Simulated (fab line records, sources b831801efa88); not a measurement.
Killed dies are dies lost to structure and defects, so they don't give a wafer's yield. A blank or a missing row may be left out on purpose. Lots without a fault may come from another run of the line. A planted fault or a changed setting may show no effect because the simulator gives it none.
Which tool did it? | flow gf180mcu | 13 lots, 39 wafers sampled, at 4 steps of a route of 602

WHAT THE GAUGES READ, wafer by wafer
GF_M4_OVL_MEAS_15.
lot  | measured     | on         | M4_OVL (nm)
L408 | day 23 17:22 | overlay-02 | -6 2 1
L409 | day 24 14:01 | overlay-01 | 6 3 7
L411 | day 24 18:20 | overlay-02 | 6 -1 8
L410 | day 24 23:40 | overlay-02 | -14 -12 -13
L412 | day 25 06:15 | overlay-02 | 7 8 5
L413 | day 25 13:59 | overlay-02 | 0 -3 3
L414 | day 26 00:10 | overlay-01 | -3 3 -3
L415 | day 26 03:36 | overlay-02 | 3 -4 1
L416 | day 26 09:26 | overlay-02 | -3 -6 -6
L422 | day 28 10:29 | overlay-02 | 7 6 8
L426 | day 29 13:59 | overlay-01 | -9 -1 -7
L428 | day 29 22:24 | overlay-02 | -2 0 1
L430 | day 30 08:47 | overlay-01 | -9 2 -1

GF_V4_THK_MEAS_01.
lot  | measured     | on            | V4_CVD_00_THK (nm)
L408 | day 23 18:12 | film_metro-04 | 599 598 591
L409 | day 24 14:47 | film_metro-02 | 595 593 590
L411 | day 24 19:06 | film_metro-04 | 601 602 606
L410 | day 25 00:30 | film_metro-03 | 591 606 595
L412 | day 25 07:02 | film_metro-03 | 601 597 591
L413 | day 25 14:47 | film_metro-04 | 594 599 589
L414 | day 26 01:04 | film_metro-04 | 619 605 601
L415 | day 26 04:51 | film_metro-02 | 588 591 595
L416 | day 26 10:16 | film_metro-04 | 609 595 612
L422 | day 28 11:17 | film_metro-04 | 598 601 601
L426 | day 29 14:46 | film_metro-04 | 597 594 606
L428 | day 29 23:31 | film_metro-04 | 608 602 606
L430 | day 30 09:37 | film_metro-02 | 597 599 603

GF_V5_CD_MEAS_14: target cd 260 nm.
lot  | measured     | on        | cd_nm (nm)
L408 | day 27 11:44 | cd_sem-02 | 260.5 260.0 261.0
L409 | day 28 03:59 | cd_sem-01 | 260.4 261.3 259.4
L411 | day 28 09:37 | cd_sem-01 | 262.2 261.6 261.9
L410 | day 28 13:56 | cd_sem-02 | 259.3 258.7 259.3
L412 | day 28 20:36 | cd_sem-01 | 260.1 259.3 259.8
L413 | day 29 02:55 | cd_sem-01 | 258.5 259.7 259.7
L414 | day 29 13:32 | cd_sem-02 | 259.6 258.5 259.1
L415 | day 29 14:15 | cd_sem-02 | 261.7 261.1 261.4
L416 | day 29 20:50 | cd_sem-02 | 262.8 261.0 262.5
L422 | day 31 16:41 | cd_sem-01 | 261.7 260.8 261.2
L426 | day 32 17:33 | cd_sem-02 | 261.1 259.7 259.7
L428 | day 33 01:53 | cd_sem-02 | 260.7 260.4 260.8
L430 | day 33 10:04 | cd_sem-01 | 261.9 262.0 261.9

WHICH TOOL RAN EACH LOT (tool, then ch and the chambers of the sampled wafers, then the start)
lot  | GF_M5_ETCH_09
L408 | rie_diel-04 ch 1,2,3, day 26 14:14
L409 | rie_diel-02 ch 0,1,2, day 27 07:29
L411 | rie_diel-04 ch 0,1,3, day 27 12:40
L410 | rie_diel-01 ch 0,1, day 27 17:11
L412 | rie_diel-04 ch 1,3, day 28 00:05
L413 | rie_diel-01 ch 0,1,2, day 28 06:11
L414 | rie_diel-02 ch 0,1, day 28 16:43
L415 | rie_diel-04 ch 1,2,3, day 28 17:50
L416 | rie_diel-02 ch 0,1,2, day 29 01:07
L422 | rie_diel-02 ch 0,1,2, day 30 22:14
L426 | rie_diel-01 ch 1,2, day 31 23:22
L428 | rie_diel-04 ch 0,1, day 32 07:58
L430 | rie_diel-01 ch 0,2,3, day 32 16:58
- GF_M5_ETCH_09: etches Si3N4 in CF4/O2, target depth 52 nm, time 11.6 s.

WHAT THE TOOLS THEMSELVES READ (means of the sampled wafers that have a number; where no wafer has one, the mark that the record gives instead)
GF_M5_ETCH_09.
lot  | tool        | drypump_motor_current_A (A) | oes_product_au (a.u.) | rf_fwd_power_W (W) | throttle_valve_pct (%)
L408 | rie_diel-04 | 5.6                         | 1.001                 | 786                | 5.970
L409 | rie_diel-02 | 5.7                         | 1.004                 | 786                | 5.967
L411 | rie_diel-04 | 5.4                         | 0.994                 | 783                | 5.968
L410 | rie_diel-01 | 5.7                         | 0.988                 | 792                | 5.968
L412 | rie_diel-04 | 5.5                         | 0.997                 | 784                | 5.971
L413 | rie_diel-01 | 5.6                         | 0.999                 | 791                | 5.974
L414 | rie_diel-02 | 6.0                         | 0.995                 | 787                | 5.966
L415 | rie_diel-04 | 5.6                         | 1.002                 | 783                | 5.964
L416 | rie_diel-02 | 5.8                         | 1.001                 | 790                | 5.965
L422 | rie_diel-02 | 5.8                         | 1.021                 | 832                | 5.975
L426 | rie_diel-01 | 5.7                         | 1.001                 | 791                | 5.979
L428 | rie_diel-04 | 5.3                         | 1.010                 | 783                | 5.975
L430 | rie_diel-01 | 5.9                         | 0.993                 | 789                | 5.973

THE ANSWER, worked out from the rows above alone
Rule: what is usual is taken from the lots themselves. Put in order of their means at a reading, lots are off if they are a third of the lots or fewer, leave a main group of 4 or more, and stand apart from it by a gap of 3 or more times the standard deviation of the main group's means; of several such gaps the widest counts. A main group whose means are all the same, to the digits that the tables above print for the reading, isn't used. A lot without any number at a reading at which 4 lots or more have one is off too. The other lots that the step has rows for count as sound. The gauges are gone through in route order, then the tools' own readings, and for those a lot's mean is taken as printed above. The first step at which some lot is off is used, and at that step the reading that is off furthest; a lot without a number counts as furthest.
Off: L422, at GF_M5_ETCH_09 (rf_fwd_power_W). The main group: mean 787 W, standard deviation 3.3.
A tool fits if, at that step or a process step before it, it ran every lot that is off, and no sound lot after the first of them. One fits: rie_diel-02 at GF_M5_ETCH_09. Its last sound lot is L416 (day 29 01:07), its first lot that is off L422 (day 30 22:14): a fault that began between those two fits.
The tool's own readings at GF_M5_ETCH_09 bear it out: on the lots that are off they differ by more than 5 times the standard deviation of the sound lots' means. rf_fwd_power_W reads 832 W there against 787 W on the sound lots.

WHAT THE SIMULATOR HAD PUT IN
Process parameter drift: rie_diel-02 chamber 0, from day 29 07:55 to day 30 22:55, at GF_M5_ETCH_09. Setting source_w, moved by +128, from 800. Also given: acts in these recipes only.
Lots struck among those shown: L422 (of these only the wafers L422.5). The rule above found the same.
